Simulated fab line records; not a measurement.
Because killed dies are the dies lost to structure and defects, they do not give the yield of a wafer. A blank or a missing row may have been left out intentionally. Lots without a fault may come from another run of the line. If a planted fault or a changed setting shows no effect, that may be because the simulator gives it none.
Which of the tools did it? || flow gf180mcu || 39 wafers from 13 lots sampled at 4 of the route's 602 steps

== WHAT EACH GAUGE READ, for each wafer ==
GF_DNWELL_TW_MEAS_09. Usual: DNWELL_TW gives 1355 (standard deviation 11).
{"lot": "L239", "measured": "day 2 19:09", "on": "film_metro-01", "DNWELL_TW": "1344 1346 1344", "flag": ""}
{"lot": "L241", "measured": "day 3 04:55", "on": "film_metro-04", "DNWELL_TW": "1366 1350 1352", "flag": ""}
{"lot": "L242", "measured": "day 3 12:04", "on": "film_metro-02", "DNWELL_TW": "1368 1360 1373", "flag": ""}
{"lot": "L243", "measured": "day 3 16:31", "on": "film_metro-01", "DNWELL_TW": "1351 1345 1348", "flag": ""}
{"lot": "L245", "measured": "day 4 02:14", "on": "film_metro-02", "DNWELL_TW": "1362 1366 1357", "flag": ""}
{"lot": "L251", "measured": "day 5 07:19", "on": "film_metro-01", "DNWELL_TW": "1335 1343 1337", "flag": ""}
{"lot": "L252", "measured": "day 5 18:52", "on": "film_metro-01", "DNWELL_TW": "1271 1281 1265 1277 1279 1276", "flag": "OFF"}
{"lot": "L253", "measured": "day 5 22:22", "on": "film_metro-01", "DNWELL_TW": "1275 1267 1268 1264 1271 1273", "flag": "OFF"}
{"lot": "L254", "measured": "day 6 01:18", "on": "film_metro-01", "DNWELL_TW": "1343 1336 1341", "flag": ""}
{"lot": "L255", "measured": "day 6 08:34", "on": "film_metro-02", "DNWELL_TW": "1364 1354 1364", "flag": ""}
{"lot": "L256", "measured": "day 6 13:46", "on": "film_metro-01", "DNWELL_TW": "1352 1344 1346", "flag": ""}
{"lot": "L261", "measured": "day 7 16:09", "on": "film_metro-04", "DNWELL_TW": "1360 1369 1357", "flag": ""}
{"lot": "L262", "measured": "day 7 19:56", "on": "film_metro-04", "DNWELL_TW": "1359 1354 1355", "flag": ""}

GF_VT_IMPLANT_OVL_MEAS_07. Usual: VT_IMPLANT_OVL gives 0.2 nm (standard deviation 1.1).
{"lot": "L239", "measured": "day 5 15:27", "on": "overlay-01", "VT_IMPLANT_OVL (nm)": "0.5 0.2 0.0", "flag": ""}
{"lot": "L241", "measured": "day 6 00:03", "on": "overlay-02", "VT_IMPLANT_OVL (nm)": "0.7 -0.7 1.2", "flag": ""}
{"lot": "L242", "measured": "day 6 09:16", "on": "overlay-02", "VT_IMPLANT_OVL (nm)": "2.3 0.5 1.6", "flag": ""}
{"lot": "L243", "measured": "day 6 15:18", "on": "overlay-02", "VT_IMPLANT_OVL (nm)": "-1.7 -1.0 -0.5", "flag": ""}
{"lot": "L245", "measured": "day 7 03:19", "on": "overlay-01", "VT_IMPLANT_OVL (nm)": "-2.1 -1.4 -1.1", "flag": ""}
{"lot": "L251", "measured": "day 8 11:36", "on": "overlay-01", "VT_IMPLANT_OVL (nm)": "1.4 0.5 -0.2", "flag": ""}
{"lot": "L252", "measured": "day 9 03:40", "on": "overlay-01", "VT_IMPLANT_OVL (nm)": "-1.1 -1.3 -1.8", "flag": ""}
{"lot": "L253", "measured": "day 9 05:25", "on": "overlay-01", "VT_IMPLANT_OVL (nm)": "-0.1 -1.3 0.3", "flag": ""}
{"lot": "L254", "measured": "day 9 10:24", "on": "overlay-01", "VT_IMPLANT_OVL (nm)": "1.2 1.2 1.2", "flag": ""}
{"lot": "L255", "measured": "day 9 16:52", "on": "overlay-02", "VT_IMPLANT_OVL (nm)": "2.2 0.3 0.3", "flag": ""}
{"lot": "L256", "measured": "day 9 23:15", "on": "overlay-02", "VT_IMPLANT_OVL (nm)": "-0.2 1.7 -0.2", "flag": ""}
{"lot": "L261", "measured": "day 11 05:21", "on": "overlay-02", "VT_IMPLANT_OVL (nm)": "0.8 1.8 0.3", "flag": ""}
{"lot": "L262", "measured": "day 11 11:13", "on": "overlay-02", "VT_IMPLANT_OVL (nm)": "2.2 -0.9 -0.5", "flag": ""}

GF_VT_IMPLANT_OVL_MEAS_18. Usual: VT_IMPLANT_01_OVL gives 0.5 nm (standard deviation 1.2).
{"lot": "L239", "measured": "day 6 06:03", "on": "overlay-02", "VT_IMPLANT_01_OVL (nm)": "1.8 0.1 1.0", "flag": ""}
{"lot": "L241", "measured": "day 6 15:03", "on": "overlay-02", "VT_IMPLANT_01_OVL (nm)": "1.8 0.6 1.1", "flag": ""}
{"lot": "L242", "measured": "day 7 00:28", "on": "overlay-01", "VT_IMPLANT_01_OVL (nm)": "2.0 0.4 -0.8", "flag": ""}
{"lot": "L243", "measured": "day 7 06:48", "on": "overlay-02", "VT_IMPLANT_01_OVL (nm)": "1.1 0.4 2.5", "flag": ""}
{"lot": "L245", "measured": "day 7 19:19", "on": "overlay-02", "VT_IMPLANT_01_OVL (nm)": "-0.3 0.4 -0.3", "flag": ""}
{"lot": "L251", "measured": "day 9 03:58", "on": "overlay-02", "VT_IMPLANT_01_OVL (nm)": "-0.5 0.4 0.3", "flag": ""}
{"lot": "L252", "measured": "day 9 20:46", "on": "overlay-02", "VT_IMPLANT_01_OVL (nm)": "1.7 0.6 0.8", "flag": ""}
{"lot": "L253", "measured": "day 9 22:22", "on": "overlay-01", "VT_IMPLANT_01_OVL (nm)": "-1.9 -1.8 -1.1", "flag": ""}
{"lot": "L254", "measured": "day 10 03:48", "on": "overlay-02", "VT_IMPLANT_01_OVL (nm)": "1.5 2.2 2.8", "flag": ""}
{"lot": "L255", "measured": "day 10 10:10", "on": "overlay-02", "VT_IMPLANT_01_OVL (nm)": "0.1 2.4 1.6", "flag": ""}
{"lot": "L256", "measured": "day 10 16:51", "on": "overlay-02", "VT_IMPLANT_01_OVL (nm)": "1.9 -1.2 0.4", "flag": ""}
{"lot": "L261", "measured": "day 12 00:18", "on": "overlay-02", "VT_IMPLANT_01_OVL (nm)": "0.5 2.1 1.7", "flag": ""}
{"lot": "L262", "measured": "day 12 06:01", "on": "overlay-02", "VT_IMPLANT_01_OVL (nm)": "-1.1 1.7 -0.2", "flag": ""}

== TOOL THAT RAN EACH LOT (tool first, then ch and the chambers of the sampled wafers, then the start) ==
{"lot": "L239", "GF_DNWELL_IMPLANT_07": "implanter-01 ch 0, day 2 18:54"}
{"lot": "L241", "GF_DNWELL_IMPLANT_07": "implanter-04 ch 0, day 3 04:40"}
{"lot": "L242", "GF_DNWELL_IMPLANT_07": "implanter-04 ch 0, day 3 11:50"}
{"lot": "L243", "GF_DNWELL_IMPLANT_07": "implanter-01 ch 0, day 3 16:16"}
{"lot": "L245", "GF_DNWELL_IMPLANT_07": "implanter-03 ch 0, day 4 02:02"}
{"lot": "L251", "GF_DNWELL_IMPLANT_07": "implanter-01 ch 0, day 5 07:04"}
{"lot": "L252", "GF_DNWELL_IMPLANT_07": "implanter-04 ch 0, day 5 18:38"}
{"lot": "L253", "GF_DNWELL_IMPLANT_07": "implanter-04 ch 0, day 5 22:08"}
{"lot": "L254", "GF_DNWELL_IMPLANT_07": "implanter-01 ch 0, day 6 01:03"}
{"lot": "L255", "GF_DNWELL_IMPLANT_07": "implanter-03 ch 0, day 6 08:20"}
{"lot": "L256", "GF_DNWELL_IMPLANT_07": "implanter-03 ch 0, day 6 13:31"}
{"lot": "L261", "GF_DNWELL_IMPLANT_07": "implanter-01 ch 0, day 7 15:54"}
{"lot": "L262", "GF_DNWELL_IMPLANT_07": "implanter-03 ch 0, day 7 19:44"}
- GF_DNWELL_IMPLANT_07

== WHAT THE TOOLS THEMSELVES READ (means of the sampled wafers that have a number; where no wafer has one, the mark that the record gives instead) ==
GF_DNWELL_IMPLANT_07. Usual: 56.5 for faraday_current_uA, sd 1.1.
{"lot": "L239", "tool": "implanter-01", "faraday_current_uA": 56.9, "flag": ""}
{"lot": "L241", "tool": "implanter-04", "faraday_current_uA": 57.5, "flag": ""}
{"lot": "L242", "tool": "implanter-04", "faraday_current_uA": 57.0, "flag": ""}
{"lot": "L243", "tool": "implanter-01", "faraday_current_uA": 55.8, "flag": ""}
{"lot": "L245", "tool": "implanter-03", "faraday_current_uA": 56.4, "flag": ""}
{"lot": "L251", "tool": "implanter-01", "faraday_current_uA": 56.2, "flag": ""}
{"lot": "L252", "tool": "implanter-04", "faraday_current_uA": 56.3, "flag": ""}
{"lot": "L253", "tool": "implanter-04", "faraday_current_uA": 56.3, "flag": ""}
{"lot": "L254", "tool": "implanter-01", "faraday_current_uA": 55.4, "flag": ""}
{"lot": "L255", "tool": "implanter-03", "faraday_current_uA": 56.8, "flag": ""}
{"lot": "L256", "tool": "implanter-03", "faraday_current_uA": 56.2, "flag": ""}
{"lot": "L261", "tool": "implanter-01", "faraday_current_uA": 56.4, "flag": ""}
{"lot": "L262", "tool": "implanter-03", "faraday_current_uA": 56.9, "flag": ""}

== THE ANSWER, worked out from the rows above alone ==
Rule: a lot is off if the mean of its wafers that have a number lies more than 3 standard deviations from the usual mean. Also off: a lot with no number at a reading for which 4 or more lots have one. All remaining lots with rows at the step are treated as sound. Order of review: gauges by route order, followed by the tools' own readings, for which a lot's mean as printed above is used. At the first step where some lot is off, the reading lying furthest off is the one used; lots without a number count as furthest.
Off: L252, L253, seen at GF_DNWELL_TW_MEAS_09 (DNWELL_TW).
A tool fits if, at a process step before that reading, it ran every lot that is off, and no sound lot after the first of them. The gauges at GF_DNWELL_TW_MEAS_09 are tried like those tools. One fits: implanter-04 at GF_DNWELL_IMPLANT_07. A fault onset in the window from L242 (day 3 11:50, its last sound lot) to L252 (day 5 18:38, its first lot off) fits.

== WHAT THE SIMULATOR HAD PUT IN ==
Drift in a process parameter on implanter-04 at GF_DNWELL_IMPLANT_07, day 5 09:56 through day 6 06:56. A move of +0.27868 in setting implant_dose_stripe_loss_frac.
Shown lots that were struck: L252, L253. Same finding as the rule above.
